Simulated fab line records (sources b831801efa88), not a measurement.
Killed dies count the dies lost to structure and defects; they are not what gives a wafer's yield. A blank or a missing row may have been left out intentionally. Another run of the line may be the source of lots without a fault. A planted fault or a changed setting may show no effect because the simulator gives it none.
Comparing a struck lot with a sound one :: flow gf180mcu :: 15 steps out of a route of 602
Sound: wafers L864.1, L864.2, L864.6. Wafers L881.2, L881.4, L881.6 were the ones struck. The cause is named last.
Order at every step that has rows: each side's tool, ch and its chambers, its first start. Under that, the readings that differ: sound wafers :: struck wafers :: difference of the means :: sigmas: that difference in standard deviations of wafers without a fault.
alike: readings whose means differ by less than 2 such deviations, and words and numbers that are the same on both sides. not compared: withheld readings, readings that some wafer has no value for, bounds like >300 that may hide the same value, and numbers for which the record gives no deviation and whose values overlap.
The two part at a step that has a row with sigmas, a row that says differs or no value, or rows on one side only. Numbers that don't overlap but have no deviation are shown without sigmas and don't part them. A reading missing from all wafers of one side parts the sides only when that side holds two or more wafers.

GF_V1_ETCH_16: etches BARC in N2/H2.
  sound on rie diel-01 ch 0,3, day 19 01:04; struck on rie diel-02 ch 1,2,3, day 24 22:08
  alike: drypump motor current A, h2 flow sccm, oes product au, throttle valve pct
then, 1 step without rows for these wafers: GF_V1_ETCH_17 (etches SiO2 in C4F8/O2/Ar, stops on TiN, target depth 630 nm).
GF_V1_STRIP_18: strips in O2/N2.
  sound on plasma asher-01 ch 0,1, day 19 01:11; struck on plasma asher-01 ch 1, day 24 22:16
  alike: drypump motor current A, heater power w, oes product au
  not compared: rf hours counter h
then, 3 steps without rows for these wafers: GF_V1_STRIP_19 (strips in post etch residue remover, time 1200 s); GF_V1_CLEAN_20 (cleans in DIW); GF_V1_SPUTTER_21 (material Ti, target thk 15 nm, time 80.02 s).
GF_V1_SPUTTER_22: material TiN, target thk 10 nm, time 40 s.
  sound: pvd sputter-02 at day 19 01:48; struck: pvd sputter-04 at day 24 22:55
  alike: cathode dc power W, throttle valve pct
GF_V1_CVD_23: deposits W, target thk 350 nm, time 105.05 s.
  sound on cvd w-02 ch 0,1, day 19 01:50; struck on cvd w-02 ch 0, day 24 22:58
  alike: heater power w
GF_V1_RS_MEAS_24: measures by four-point-probe.
  sound: film metro-01 at day 19 01:57; struck: film metro-02 at day 24 23:05
  alike: V1_W_RS
GF_V1_THK_MEAS_25: measures by xrf.
  sound: film metro-01 at day 19 02:04; struck: film metro-02 at day 24 23:12
  alike: V1_W_THK
then, 1 step without rows for these wafers: GF_V1_CMP_26 (polishes, stops on SiO2, t overpolish 15 s, target thk 0 nm).
GF_M2_SPUTTER_00: material Ti, target thk 37.5 nm, time 150 s.
  sound: pvd sputter-04 at day 19 02:26; struck: pvd sputter-01 at day 24 23:33
  alike: cathode dc power W, throttle valve pct
GF_M2_SPUTTER_01: material TiN, target thk 30 nm, time 25 s.
  sound: pvd sputter-04 at day 19 02:32; struck: pvd sputter-01 at day 24 23:39
reading: cathode dc power W (W)
sound: 6502.4 6501.2 6500.7
struck: 7711.2 7711.9 7710.1
difference: +1209.6
sigmas: +99 or more

reading: model.TiN_of_M2_SPUTTER_01.thk nm (nm)
sound: 30.26 30.17 30.2
struck: 35.45 35.47 35.8
difference: +5.36
sigmas: 
  alike: throttle valve pct
then, 1 step without rows for these wafers: GF_M2_SPUTTER_02 (material AlCu, target thk 450 nm, time 23.9 s).
GF_PASSIVATION_PROBE_99:
  the record holds rows for the sound wafers here (prober-02, day 29 19:26) but none for the struck ones

== WHERE THEY PART ==
Earliest at GF_M2_SPUTTER_01; latest, in this record, at GF_PASSIVATION_PROBE_99.

WHY: whatever the simulator had introduced
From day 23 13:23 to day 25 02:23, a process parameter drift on pvd sputter-01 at GF_M2_SPUTTER_01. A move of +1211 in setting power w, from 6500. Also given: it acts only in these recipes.
